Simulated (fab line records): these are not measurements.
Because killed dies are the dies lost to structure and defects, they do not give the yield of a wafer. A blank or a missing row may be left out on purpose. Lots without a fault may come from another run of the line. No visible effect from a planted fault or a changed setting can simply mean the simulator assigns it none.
fab line records / flow sky130 / part 2 of 2: steps 24 to 33 of 33
record lots=5 wafers=15 last-day=49
route steps=708 shown SONOS_ONO@177 GATE_OXIDE@187 POLY_GATE@204 RES_PROTECT@206
lots that met no fault: taken from a fault-free run of the same line
start-h: start of the lot's first displayed wafer, in hours after the record's first day / wait-h: time in hours since the lot's previous step / " the same as in the row above / L1.1+2: a single row standing in for several wafers / - either no value or no given start / * or withheld: withheld / < > ~ a bound
route shown NAME@n: NAME is a module with steps in the file, n the number in the route of the first one / usual: mean/standard deviation of fault-free wafers / same: alike in all rows / chamber/n: place in a boat / sites: the reading at each site / _std_site: the standard deviation of these / _edge_site: mean of outer sites minus mean of inner sites / radius-mm: for every site, how far away it sits from the centre of the wafer / mask NAME#n: copy n / behind: tool/chamber where the wafer was last shaped / hold: cause of the lot's hold/its duration in hours/its outcome / device: the transistor (n, p or np) that didn't switch / end of line: tests run on the same wafers once the route is complete / where a step has no rows: the recipe by itself / killed: dies that structure and defects cost at the first sort, which is not the same as the wafer's yield / map: dies across one wafer; x = killed, . = not, _ = none there
set.NAME: the setting as run; set.NAME@STEP: as run at that earlier step / model.NAME: the simulator's own value behind a step, which no gauge read
certain route steps with their lots: each step a table, each wafer a row
services: from which hour (start-h, from the record's first day; less than 0 if before it) a tool's chamber was out of use, for how many hours, and why
## steps
# step SKY_GATE_OXIDE_STRIP_13
# recipe chemistry=O2/N2 power-w=1400 pressure-mtorr=1500 platen-temp-c=withheld o2-flow-sccm=3000 n2-flow-sccm=300 overash-fraction=0.5
# usual drypump-motor-current-A=5.6/0.36 oes-product-au=0.716/0.0043 strip-time-to-endpoint-s=14.17/0.049
lot.wafer=L074.2 tool=plasma-asher-04 chamber=0 start-h=311.55 wait-h=0.0 drypump-motor-current-A=5.8 oes-product-au=0.712 rf-hours-counter-h=63 strip-time-to-endpoint-s=14.16
lot.wafer=L074.3 tool=plasma-asher-04 chamber=1 start-h=311.55 wait-h=0.0 drypump-motor-current-A=6.0 oes-product-au=0.718 rf-hours-counter-h=- strip-time-to-endpoint-s=14.14
lot.wafer=L074.4 tool=plasma-asher-04 chamber=0 start-h=311.55 wait-h=0.0 drypump-motor-current-A=5.7 oes-product-au=0.717 rf-hours-counter-h=- strip-time-to-endpoint-s=14.18
lot.wafer=L076.1 tool=plasma-asher-01 chamber=1 start-h=323.59 wait-h=0.0 drypump-motor-current-A=5.5 oes-product-au=0.720 rf-hours-counter-h=67 strip-time-to-endpoint-s=14.13
lot.wafer=L076.2 tool=plasma-asher-01 chamber=0 start-h=323.59 wait-h=0.0 drypump-motor-current-A=5.3 oes-product-au=0.717 rf-hours-counter-h=67 strip-time-to-endpoint-s=14.21
lot.wafer=L076.5 tool=plasma-asher-01 chamber=0 start-h=323.59 wait-h=0.0 drypump-motor-current-A=5.3 oes-product-au=0.711 rf-hours-counter-h=- strip-time-to-endpoint-s=14.14
lot.wafer=L078.4 tool=plasma-asher-02 chamber=0 start-h=340.31 wait-h=0.0 drypump-motor-current-A=5.1 oes-product-au=0.718 rf-hours-counter-h=- strip-time-to-endpoint-s=14.13
lot.wafer=L078.5 tool=plasma-asher-02 chamber=1 start-h=340.31 wait-h=0.0 drypump-motor-current-A=6.2 oes-product-au=0.715 rf-hours-counter-h=- strip-time-to-endpoint-s=14.13
lot.wafer=L078.6 tool=plasma-asher-02 chamber=0 start-h=340.31 wait-h=0.0 drypump-motor-current-A=5.2 oes-product-au=0.711 rf-hours-counter-h=- strip-time-to-endpoint-s=14.17
lot.wafer=L082.2 tool=plasma-asher-04 chamber=1 start-h=374.00 wait-h=0.0 drypump-motor-current-A=6.0 oes-product-au=0.716 rf-hours-counter-h=70 strip-time-to-endpoint-s=14.13
lot.wafer=L082.4 tool=plasma-asher-04 chamber=1 start-h=374.00 wait-h=0.0 drypump-motor-current-A=6.0 oes-product-au=0.712 rf-hours-counter-h=- strip-time-to-endpoint-s=14.15
lot.wafer=L082.5 tool=plasma-asher-04 chamber=1 start-h=374.00 wait-h=0.0 drypump-motor-current-A=6.0 oes-product-au=0.718 rf-hours-counter-h=- strip-time-to-endpoint-s=14.16
lot.wafer=L094.2 tool=plasma-asher-01 chamber=1 start-h=476.81 wait-h=0.0 drypump-motor-current-A=5.5 oes-product-au=0.714 rf-hours-counter-h=81 strip-time-to-endpoint-s=14.24
lot.wafer=L094.3 tool=plasma-asher-01 chamber=0 start-h=476.81 wait-h=0.0 drypump-motor-current-A=5.3 oes-product-au=0.710 rf-hours-counter-h=- strip-time-to-endpoint-s=14.18
lot.wafer=L094.6 tool=plasma-asher-01 chamber=1 start-h=476.81 wait-h=0.0 drypump-motor-current-A=5.5 oes-product-au=0.729 rf-hours-counter-h=- strip-time-to-endpoint-s=14.21
# step SKY_GATE_OXIDE_TW_MEAS_14
# usual GATE_OXIDE_TW=223/3.4
lot.wafer=L074.2 tool=film-metro-01 chamber=- start-h=311.66 wait-h=0.1 GATE_OXIDE_TW=224
lot.wafer=L074.3 tool=film-metro-01 chamber=- start-h=311.66 wait-h=0.1 GATE_OXIDE_TW=224
lot.wafer=L074.4 tool=film-metro-01 chamber=- start-h=311.66 wait-h=0.1 GATE_OXIDE_TW=225
lot.wafer=L076.1 tool=film-metro-04 chamber=- start-h=323.69 wait-h=0.1 GATE_OXIDE_TW=222
lot.wafer=L076.2 tool=film-metro-04 chamber=- start-h=323.69 wait-h=0.1 GATE_OXIDE_TW=221
lot.wafer=L076.5 tool=film-metro-04 chamber=- start-h=323.69 wait-h=0.1 GATE_OXIDE_TW=222
lot.wafer=L078.4 tool=film-metro-03 chamber=- start-h=340.41 wait-h=0.1 GATE_OXIDE_TW=228
lot.wafer=L078.5 tool=film-metro-03 chamber=- start-h=340.41 wait-h=0.1 GATE_OXIDE_TW=229
lot.wafer=L078.6 tool=film-metro-03 chamber=- start-h=340.41 wait-h=0.1 GATE_OXIDE_TW=229
lot.wafer=L082.2 tool=film-metro-01 chamber=- start-h=374.11 wait-h=0.1 GATE_OXIDE_TW=225
lot.wafer=L082.4 tool=film-metro-01 chamber=- start-h=374.11 wait-h=0.1 GATE_OXIDE_TW=225
lot.wafer=L082.5 tool=film-metro-01 chamber=- start-h=374.11 wait-h=0.1 GATE_OXIDE_TW=227
lot.wafer=L094.2 tool=film-metro-04 chamber=- start-h=476.92 wait-h=0.1 GATE_OXIDE_TW=219
lot.wafer=L094.3 tool=film-metro-04 chamber=- start-h=476.92 wait-h=0.1 GATE_OXIDE_TW=219
lot.wafer=L094.6 tool=film-metro-04 chamber=- start-h=476.92 wait-h=0.1 GATE_OXIDE_TW=220
# step SKY_GATE_OXIDE_CLEAN_15
# recipe chemistry=SC1/SC2 mix=1:4:20 temp-c=70 time-s=150 dry=n2-spin
lot.wafer=L074.2+3+4 tool=wet-bench-03 chamber=2 start-h=311.71 wait-h=0.0
lot.wafer=L076.1+2+5 tool=wet-bench-03 chamber=3 start-h=323.75 wait-h=0.1
lot.wafer=L078.4+5+6 tool=wet-bench-01 chamber=2 start-h=340.44 wait-h=0.0
lot.wafer=L082.2+4+5 tool=wet-bench-03 chamber=1 start-h=374.16 wait-h=0.0
lot.wafer=L094.2+3+6 tool=wet-bench-03 chamber=2 start-h=476.97 wait-h=0.0
# step SKY_GATE_OXIDE_OXIDATION_16
# recipe temp-c=800 ambient=O2 idle-temp-c=700 ramp-up-c-per-min=10 ramp-down-c-per-min=3 stabilise-s=600 purge-s=300 target-thk-a=35.7 ox-time-s=1915
# usual spike-tc-upper-C=799.2/0.99 zone-power-top-pct=29.6/1.3
# same ox-time-s=1915
lot.wafer=L074.2 tool=furnace-02 chamber=0 start-h=312.04 wait-h=0.3 spike-tc-upper-C=799.3 zone-power-top-pct=30.5
lot.wafer=L074.3 tool=furnace-02 chamber=0 start-h=312.04 wait-h=0.3 spike-tc-upper-C=799.5 zone-power-top-pct=30.0
lot.wafer=L074.4 tool=furnace-02 chamber=0 start-h=312.04 wait-h=0.3 spike-tc-upper-C=800.7 zone-power-top-pct=30.2
lot.wafer=L076.1 tool=furnace-01 chamber=0 start-h=327.11 wait-h=3.3 spike-tc-upper-C=799.8 zone-power-top-pct=27.8
lot.wafer=L076.2 tool=furnace-01 chamber=0 start-h=327.11 wait-h=3.3 spike-tc-upper-C=800.0 zone-power-top-pct=27.7
lot.wafer=L076.5 tool=furnace-01 chamber=0 start-h=327.11 wait-h=3.3 spike-tc-upper-C=799.6 zone-power-top-pct=27.9
lot.wafer=L078.4 tool=furnace-01 chamber=0 start-h=341.29 wait-h=0.8 spike-tc-upper-C=798.7 zone-power-top-pct=27.9
lot.wafer=L078.5 tool=furnace-01 chamber=0 start-h=341.29 wait-h=0.8 spike-tc-upper-C=800.3 zone-power-top-pct=28.3
lot.wafer=L078.6 tool=furnace-01 chamber=0 start-h=341.29 wait-h=0.8 spike-tc-upper-C=799.5 zone-power-top-pct=27.7
lot.wafer=L082.2 tool=furnace-01 chamber=0 start-h=374.22 wait-h=0.0 spike-tc-upper-C=798.7 zone-power-top-pct=27.0
lot.wafer=L082.4 tool=furnace-01 chamber=0 start-h=374.22 wait-h=0.0 spike-tc-upper-C=799.5 zone-power-top-pct=27.8
lot.wafer=L082.5 tool=furnace-01 chamber=0 start-h=374.22 wait-h=0.0 spike-tc-upper-C=797.6 zone-power-top-pct=28.0
lot.wafer=L094.2 tool=furnace-02 chamber=0 start-h=478.10 wait-h=1.1 spike-tc-upper-C=799.5 zone-power-top-pct=30.0
lot.wafer=L094.3 tool=furnace-02 chamber=0 start-h=478.10 wait-h=1.1 spike-tc-upper-C=797.8 zone-power-top-pct=31.4
lot.wafer=L094.6 tool=furnace-02 chamber=0 start-h=478.10 wait-h=1.1 spike-tc-upper-C=799.6 zone-power-top-pct=30.0
# step SKY_POLY_GATE_CVD_00
# recipe material=poly-Si target-thk-nm=180 temp-c=620 time-s=720 pressure-mtorr=200
# usual spike-tc-upper-C=618.6/1.2 zone-power-top-pct=19.0/1.6
lot.wafer=L074.2 tool=lpcvd-01 chamber=0 start-h=313.57 wait-h=0.0 spike-tc-upper-C=618.8 zone-power-top-pct=20.8
lot.wafer=L074.3 tool=lpcvd-01 chamber=0 start-h=313.57 wait-h=0.0 spike-tc-upper-C=616.2 zone-power-top-pct=20.7
lot.wafer=L074.4 tool=lpcvd-01 chamber=0 start-h=313.57 wait-h=0.0 spike-tc-upper-C=617.1 zone-power-top-pct=20.5
lot.wafer=L076.1 tool=lpcvd-01 chamber=0 start-h=328.65 wait-h=0.0 spike-tc-upper-C=617.7 zone-power-top-pct=20.4
lot.wafer=L076.2 tool=lpcvd-01 chamber=0 start-h=328.65 wait-h=0.0 spike-tc-upper-C=618.8 zone-power-top-pct=20.3
lot.wafer=L076.5 tool=lpcvd-01 chamber=0 start-h=328.65 wait-h=0.0 spike-tc-upper-C=619.0 zone-power-top-pct=20.9
lot.wafer=L078.4 tool=lpcvd-01 chamber=0 start-h=342.82 wait-h=0.0 spike-tc-upper-C=618.9 zone-power-top-pct=20.3
lot.wafer=L078.5 tool=lpcvd-01 chamber=0 start-h=342.82 wait-h=0.0 spike-tc-upper-C=618.1 zone-power-top-pct=20.6
lot.wafer=L078.6 tool=lpcvd-01 chamber=0 start-h=342.82 wait-h=0.0 spike-tc-upper-C=617.4 zone-power-top-pct=20.3
lot.wafer=L082.2 tool=lpcvd-01 chamber=1 start-h=376.06 wait-h=0.3 spike-tc-upper-C=618.8 zone-power-top-pct=17.3
lot.wafer=L082.4 tool=lpcvd-01 chamber=1 start-h=376.06 wait-h=0.3 spike-tc-upper-C=618.2 zone-power-top-pct=17.0
lot.wafer=L082.5 tool=lpcvd-01 chamber=1 start-h=376.06 wait-h=0.3 spike-tc-upper-C=616.9 zone-power-top-pct=17.3
lot.wafer=L094.2 tool=lpcvd-01 chamber=1 start-h=479.76 wait-h=0.1 spike-tc-upper-C=619.7 zone-power-top-pct=17.5
lot.wafer=L094.3 tool=lpcvd-01 chamber=1 start-h=479.76 wait-h=0.1 spike-tc-upper-C=617.5 zone-power-top-pct=17.0
lot.wafer=L094.6 tool=lpcvd-01 chamber=1 start-h=479.76 wait-h=0.1 spike-tc-upper-C=619.2 zone-power-top-pct=17.3
# step SKY_POLY_GATE_THK_MEAS_01
# recipe reads=poly-Si_of_POLY_GATE_CVD_00
# usual POLY_GATE_CVD_00_THK=181.1/1.5
lot.wafer=L074.2 tool=film-metro-01 chamber=- start-h=314.78 wait-h=0.0 POLY_GATE_CVD_00_THK[nm]=181.4
lot.wafer=L074.3 tool=film-metro-01 chamber=- start-h=314.78 wait-h=0.0 POLY_GATE_CVD_00_THK[nm]=181.6
lot.wafer=L074.4 tool=film-metro-01 chamber=- start-h=314.78 wait-h=0.0 POLY_GATE_CVD_00_THK[nm]=182.8
lot.wafer=L076.1 tool=film-metro-01 chamber=- start-h=329.85 wait-h=0.0 POLY_GATE_CVD_00_THK[nm]=182.9
lot.wafer=L076.2 tool=film-metro-01 chamber=- start-h=329.85 wait-h=0.0 POLY_GATE_CVD_00_THK[nm]=183.3
lot.wafer=L076.5 tool=film-metro-01 chamber=- start-h=329.85 wait-h=0.0 POLY_GATE_CVD_00_THK[nm]=182.4
lot.wafer=L078.4 tool=film-metro-01 chamber=- start-h=344.05 wait-h=0.0 POLY_GATE_CVD_00_THK[nm]=181.0
lot.wafer=L078.5 tool=film-metro-01 chamber=- start-h=344.05 wait-h=0.0 POLY_GATE_CVD_00_THK[nm]=183.0
lot.wafer=L078.6 tool=film-metro-01 chamber=- start-h=344.05 wait-h=0.0 POLY_GATE_CVD_00_THK[nm]=181.0
lot.wafer=L082.2 tool=film-metro-02 chamber=- start-h=377.27 wait-h=0.0 POLY_GATE_CVD_00_THK[nm]=181.4
lot.wafer=L082.4 tool=film-metro-02 chamber=- start-h=377.27 wait-h=0.0 POLY_GATE_CVD_00_THK[nm]=180.6
lot.wafer=L082.5 tool=film-metro-02 chamber=- start-h=377.27 wait-h=0.0 POLY_GATE_CVD_00_THK[nm]=181.5
lot.wafer=L094.2 tool=film-metro-02 chamber=- start-h=481.03 wait-h=0.1 POLY_GATE_CVD_00_THK[nm]=181.5
lot.wafer=L094.3 tool=film-metro-02 chamber=- start-h=481.03 wait-h=0.1 POLY_GATE_CVD_00_THK[nm]=180.4
lot.wafer=L094.6 tool=film-metro-02 chamber=- start-h=481.03 wait-h=0.1 POLY_GATE_CVD_00_THK[nm]=180.4
# step SKY_RES_PROTECT_DEHYDRATE_00
# recipe temp-c=200 time-s=60
# usual plate-temp-C=200.00/0.14 resist-line-temp-C=23.01/0.097
lot.wafer=L074.2 tool=litho-track-02 chamber=0 start-h=326.95 wait-h=12.2 plate-temp-C=200.08 resist-line-temp-C=22.93
lot.wafer=L074.3 tool=litho-track-02 chamber=0 start-h=326.95 wait-h=12.2 plate-temp-C=200.00 resist-line-temp-C=22.85
lot.wafer=L074.4 tool=litho-track-02 chamber=0 start-h=326.95 wait-h=12.2 plate-temp-C=199.90 resist-line-temp-C=22.77
lot.wafer=L076.1 tool=litho-track-03 chamber=0 start-h=341.76 wait-h=11.9 plate-temp-C=199.92 resist-line-temp-C=22.88
lot.wafer=L076.2 tool=litho-track-03 chamber=0 start-h=341.76 wait-h=11.9 plate-temp-C=200.00 resist-line-temp-C=22.92
lot.wafer=L076.5 tool=litho-track-03 chamber=0 start-h=341.76 wait-h=11.9 plate-temp-C=199.94 resist-line-temp-C=23.03
lot.wafer=L078.4 tool=litho-track-02 chamber=0 start-h=357.20 wait-h=13.1 plate-temp-C=199.99 resist-line-temp-C=23.12
lot.wafer=L078.5 tool=litho-track-02 chamber=0 start-h=357.20 wait-h=13.1 plate-temp-C=200.00 resist-line-temp-C=23.14
lot.wafer=L078.6 tool=litho-track-02 chamber=0 start-h=357.20 wait-h=13.1 plate-temp-C=200.03 resist-line-temp-C=22.97
lot.wafer=L082.2 tool=litho-track-03 chamber=0 start-h=391.29 wait-h=14.0 plate-temp-C=199.90 resist-line-temp-C=23.07
lot.wafer=L082.4 tool=litho-track-03 chamber=0 start-h=391.29 wait-h=14.0 plate-temp-C=200.00 resist-line-temp-C=23.12
lot.wafer=L082.5 tool=litho-track-03 chamber=0 start-h=391.29 wait-h=14.0 plate-temp-C=200.10 resist-line-temp-C=23.02
lot.wafer=L094.2 tool=litho-track-02 chamber=0 start-h=495.80 wait-h=14.8 plate-temp-C=199.94 resist-line-temp-C=22.95
lot.wafer=L094.3 tool=litho-track-02 chamber=0 start-h=495.80 wait-h=14.8 plate-temp-C=199.90 resist-line-temp-C=22.99
lot.wafer=L094.6 tool=litho-track-02 chamber=0 start-h=495.80 wait-h=14.8 plate-temp-C=199.88 resist-line-temp-C=22.97
# step SKY_RES_PROTECT_HMDS_01
# recipe prime-time-s=60 prime-temp-c=120
# usual prime-temp-c=119.99/0.12 resist-line-temp-C=23.00/0.11
lot.wafer=L074.2 tool=litho-track-02 chamber=0 start-h=327.10 wait-h=0.1 prime-temp-c=119.90 resist-line-temp-C=22.91
lot.wafer=L074.3 tool=litho-track-02 chamber=0 start-h=327.10 wait-h=0.1 prime-temp-c=119.88 resist-line-temp-C=23.03
lot.wafer=L074.4 tool=litho-track-02 chamber=0 start-h=327.10 wait-h=0.1 prime-temp-c=119.76 resist-line-temp-C=23.08
lot.wafer=L076.1 tool=litho-track-03 chamber=0 start-h=341.91 wait-h=0.1 prime-temp-c=120.25 resist-line-temp-C=22.84
lot.wafer=L076.2 tool=litho-track-03 chamber=0 start-h=341.91 wait-h=0.1 prime-temp-c=119.82 resist-line-temp-C=23.07
lot.wafer=L076.5 tool=litho-track-03 chamber=0 start-h=341.91 wait-h=0.1 prime-temp-c=119.98 resist-line-temp-C=22.98
lot.wafer=L078.4 tool=litho-track-02 chamber=0 start-h=357.35 wait-h=0.1 prime-temp-c=119.98 resist-line-temp-C=23.08
lot.wafer=L078.5 tool=litho-track-02 chamber=0 start-h=357.35 wait-h=0.1 prime-temp-c=119.92 resist-line-temp-C=23.06
lot.wafer=L078.6 tool=litho-track-02 chamber=0 start-h=357.35 wait-h=0.1 prime-temp-c=119.94 resist-line-temp-C=23.06
lot.wafer=L082.2 tool=litho-track-03 chamber=0 start-h=391.44 wait-h=0.1 prime-temp-c=120.01 resist-line-temp-C=23.13
lot.wafer=L082.4 tool=litho-track-03 chamber=0 start-h=391.44 wait-h=0.1 prime-temp-c=120.10 resist-line-temp-C=22.94
lot.wafer=L082.5 tool=litho-track-03 chamber=0 start-h=391.44 wait-h=0.1 prime-temp-c=120.11 resist-line-temp-C=23.01
lot.wafer=L094.2 tool=litho-track-02 chamber=0 start-h=495.95 wait-h=0.1 prime-temp-c=120.23 resist-line-temp-C=23.03
lot.wafer=L094.3 tool=litho-track-02 chamber=0 start-h=495.95 wait-h=0.1 prime-temp-c=120.16 resist-line-temp-C=22.96
lot.wafer=L094.6 tool=litho-track-02 chamber=0 start-h=495.95 wait-h=0.1 prime-temp-c=120.13 resist-line-temp-C=22.95
# step SKY_RES_PROTECT_COAT_02
# recipe resist=NOVOLAK spin-rpm=3000 resist-thk-nm=1140
# usual resist-line-temp-C=23.01/0.1
lot.wafer=L074.2 tool=litho-track-02 chamber=0 start-h=327.25 wait-h=0.1 resist-line-temp-C=22.85
lot.wafer=L074.3 tool=litho-track-02 chamber=0 start-h=327.25 wait-h=0.1 resist-line-temp-C=23.13
lot.wafer=L074.4 tool=litho-track-02 chamber=0 start-h=327.25 wait-h=0.1 resist-line-temp-C=23.10
lot.wafer=L076.1 tool=litho-track-03 chamber=0 start-h=342.06 wait-h=0.1 resist-line-temp-C=23.18
lot.wafer=L076.2 tool=litho-track-03 chamber=0 start-h=342.06 wait-h=0.1 resist-line-temp-C=23.07
lot.wafer=L076.5 tool=litho-track-03 chamber=0 start-h=342.06 wait-h=0.1 resist-line-temp-C=22.96
lot.wafer=L078.4 tool=litho-track-02 chamber=0 start-h=357.50 wait-h=0.1 resist-line-temp-C=22.87
lot.wafer=L078.5 tool=litho-track-02 chamber=0 start-h=357.50 wait-h=0.1 resist-line-temp-C=23.14
lot.wafer=L078.6 tool=litho-track-02 chamber=0 start-h=357.50 wait-h=0.1 resist-line-temp-C=23.00
lot.wafer=L082.2 tool=litho-track-03 chamber=0 start-h=391.59 wait-h=0.1 resist-line-temp-C=23.20
lot.wafer=L082.4 tool=litho-track-03 chamber=0 start-h=391.59 wait-h=0.1 resist-line-temp-C=23.17
lot.wafer=L082.5 tool=litho-track-03 chamber=0 start-h=391.59 wait-h=0.1 resist-line-temp-C=23.27
lot.wafer=L094.2 tool=litho-track-02 chamber=0 start-h=496.10 wait-h=0.1 resist-line-temp-C=22.99
lot.wafer=L094.3 tool=litho-track-02 chamber=0 start-h=496.10 wait-h=0.1 resist-line-temp-C=23.10
lot.wafer=L094.6 tool=litho-track-02 chamber=0 start-h=496.10 wait-h=0.1 resist-line-temp-C=22.88
# step SKY_RES_PROTECT_SOFTBAKE_03
# recipe temp-c=90 time-s=60 resist=NOVOLAK
# usual plate-temp-C=90.01/0.12 resist-line-temp-C=23.00/0.11
lot.wafer=L074.2 tool=litho-track-02 chamber=0 start-h=327.40 wait-h=0.1 plate-temp-C=90.17 resist-line-temp-C=23.19
lot.wafer=L074.3 tool=litho-track-02 chamber=0 start-h=327.40 wait-h=0.1 plate-temp-C=90.22 resist-line-temp-C=23.08
lot.wafer=L074.4 tool=litho-track-02 chamber=0 start-h=327.40 wait-h=0.1 plate-temp-C=90.29 resist-line-temp-C=23.10
lot.wafer=L076.1 tool=litho-track-03 chamber=0 start-h=342.21 wait-h=0.1 plate-temp-C=90.21 resist-line-temp-C=22.81
lot.wafer=L076.2 tool=litho-track-03 chamber=0 start-h=342.21 wait-h=0.1 plate-temp-C=90.09 resist-line-temp-C=22.89
lot.wafer=L076.5 tool=litho-track-03 chamber=0 start-h=342.21 wait-h=0.1 plate-temp-C=90.03 resist-line-temp-C=22.93
lot.wafer=L078.4 tool=litho-track-02 chamber=0 start-h=357.65 wait-h=0.1 plate-temp-C=90.00 resist-line-temp-C=23.15
lot.wafer=L078.5 tool=litho-track-02 chamber=0 start-h=357.65 wait-h=0.1 plate-temp-C=89.86 resist-line-temp-C=23.21
lot.wafer=L078.6 tool=litho-track-02 chamber=0 start-h=357.65 wait-h=0.1 plate-temp-C=90.07 resist-line-temp-C=23.14
lot.wafer=L082.2 tool=litho-track-03 chamber=0 start-h=391.74 wait-h=0.1 plate-temp-C=90.02 resist-line-temp-C=23.15
lot.wafer=L082.4 tool=litho-track-03 chamber=0 start-h=391.74 wait-h=0.1 plate-temp-C=90.03 resist-line-temp-C=23.04
lot.wafer=L082.5 tool=litho-track-03 chamber=0 start-h=391.74 wait-h=0.1 plate-temp-C=90.10 resist-line-temp-C=22.93
lot.wafer=L094.2 tool=litho-track-02 chamber=0 start-h=496.25 wait-h=0.1 plate-temp-C=89.95 resist-line-temp-C=23.07
lot.wafer=L094.3 tool=litho-track-02 chamber=0 start-h=496.25 wait-h=0.1 plate-temp-C=89.98 resist-line-temp-C=23.13
lot.wafer=L094.6 tool=litho-track-02 chamber=0 start-h=496.25 wait-h=0.1 plate-temp-C=89.69 resist-line-temp-C=22.84
## services
tool=furnace-01 chamber=- start-h=270.05 hours=8.4 kind=pm
tool=implanter-01 chamber=- start-h=278.42 hours=0.7 kind=repair
tool=furnace-02 chamber=- start-h=278.75 hours=4.1 kind=pm
tool=furnace-01 chamber=- start-h=289.75 hours=4.9 kind=pm
tool=furnace-01 chamber=- start-h=294.66 hours=2.9 kind=pm
tool=furnace-01 chamber=- start-h=321.66 hours=5.4 kind=repair
tool=furnace-02 chamber=- start-h=326.64 hours=3.8 kind=repair
tool=plasma-asher-01 chamber=- start-h=380.61 hours=15.6 kind=pm
tool=iline-stepper-01 chamber=- start-h=380.72 hours=1.7 kind=pm
tool=wet-bench-02 chamber=- start-h=382.39 hours=3.0 kind=repair
tool=iline-stepper-02 chamber=- start-h=404.06 hours=8.9 kind=pm
tool=implanter-03 chamber=- start-h=405.99 hours=1.3 kind=repair
tool=plasma-asher-03 chamber=- start-h=414.37 hours=14.3 kind=repair
tool=plasma-asher-04 chamber=- start-h=421.25 hours=9.0 kind=pm
tool=lpcvd-01 chamber=- start-h=430.96 hours=3.1 kind=repair
tool=furnace-02 chamber=- start-h=447.20 hours=2.7 kind=pm
tool=iline-stepper-02 chamber=- start-h=447.21 hours=1.7 kind=pm
tool=iline-stepper-01 chamber=- start-h=453.22 hours=4.4 kind=pm
tool=wet-bench-01 chamber=- start-h=454.30 hours=1.9 kind=repair
tool=furnace-01 chamber=- start-h=457.41 hours=3.8 kind=pm
tool=iline-stepper-01 chamber=- start-h=458.88 hours=3.3 kind=repair
tool=lpcvd-01 chamber=- start-h=465.16 hours=14.6 kind=pm
tool=wet-bench-01 chamber=- start-h=475.00 hours=4.4 kind=pm
tool=furnace-02 chamber=- start-h=480.17 hours=3.3 kind=pm
